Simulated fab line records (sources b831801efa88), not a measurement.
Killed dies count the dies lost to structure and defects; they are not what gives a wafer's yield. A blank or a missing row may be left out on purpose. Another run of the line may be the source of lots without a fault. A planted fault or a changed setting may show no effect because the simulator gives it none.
2 desks looking at one fault -- flow sky130 -- each desk has only its own numbers; what lay behind them comes last

THE METROLOGY DESK
Means of the sampled wafers that have a number, per lot and without regard to the tool the lot ran on: this is what the gauges read. Marked OUT: a lot whose mean sits more than 4 standard deviations from the usual mean, which makes it out of limits; the brackets give that distance.
Columns: A = cd_nm at SKY_LOCAL_INTERCONNECT_CD_MEAS_11, usual 170.7 nm; B = cd_nm at SKY_CONTACT_CD_MEAS_14, usual 169.7 nm
lot,first seen here,A,B
L819,day 31 17:31,172.3,169.0
L823,day 32 19:56,171.8,168.9
L824,day 32 20:07,170.0,169.7
L825,day 33 02:42,171.8,170.1
L828,day 33 17:28,170.7,169.8
L831,day 34 16:09,170.5,170.8
L833,day 35 16:20,171.8,168.9
L834,day 35 21:20,169.3,169.2
L835,day 36 13:38,170.1,169.1
L839,day 37 04:53,168.7,171.1
L840,day 37 16:56,169.8,169.0
This desk's finding: nothing out of limits on any of the 11 lots.

DESK OF THE TOOL OWNER: rie_metal-01
The tool's own readings at SKY_METAL1_METAL_ETCH_19 (etches the open film in Cl2/BCl3, stops on SiO2, target depth 360 nm, time 78 s): means of the sampled wafers that have a number, for each lot that ran on this tool. Marked OUT: a lot whose mean sits more than 4 standard deviations from the usual mean, which makes it out of limits; the brackets give that distance.
Columns: A = drypump_motor_current_A at SKY_METAL1_METAL_ETCH_19, usual 5.8 A; B = oes_product_au at SKY_METAL1_METAL_ETCH_19, usual 0.853 a.u.; C = rf_fwd_power_W at SKY_METAL1_METAL_ETCH_19, usual 894.1 W; D = throttle_valve_pct at SKY_METAL1_METAL_ETCH_19, usual 22.264 %
lot,first seen here,A,B,C,D
L819,day 34 02:29,6.1,0.851,894.5,22.254
L823,day 35 04:08,6.1,0.826 (-4.8) OUT,894.0,22.268
L825,day 35 11:18,6.3,0.826 (-4.8) OUT,899.2,22.275
L835,day 38 21:02,6.1,0.853,892.1,22.264
L840,day 39 21:43,6.1,0.855,895.0,22.257
This desk's verdict: out of limits on L823, L825, starting with L823 at day 35 04:08 (oes_product_au at SKY_METAL1_METAL_ETCH_19). Within limits: L819, L835, L840.

ALL TOGETHER
The tool owner's desk had the chance to raise an alarm at day 35 04:08 on L823, L825.
Nothing out of limits was seen by the metrology desk.
The metrology desk has L823, L825 on record, within its limits.
SKY_METAL1_METAL_ETCH_19 was run on rie_metal-01 by each of the lots named.

WHAT THE SIMULATOR HAD INSERTED
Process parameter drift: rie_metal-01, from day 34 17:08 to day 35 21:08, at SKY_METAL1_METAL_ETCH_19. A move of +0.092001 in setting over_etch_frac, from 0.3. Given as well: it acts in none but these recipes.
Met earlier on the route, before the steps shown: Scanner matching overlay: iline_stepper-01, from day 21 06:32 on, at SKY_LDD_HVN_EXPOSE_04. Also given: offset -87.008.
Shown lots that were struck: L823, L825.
Each desk's first reading out of limits, in hours after the fault started: the tool owner's desk, 11.
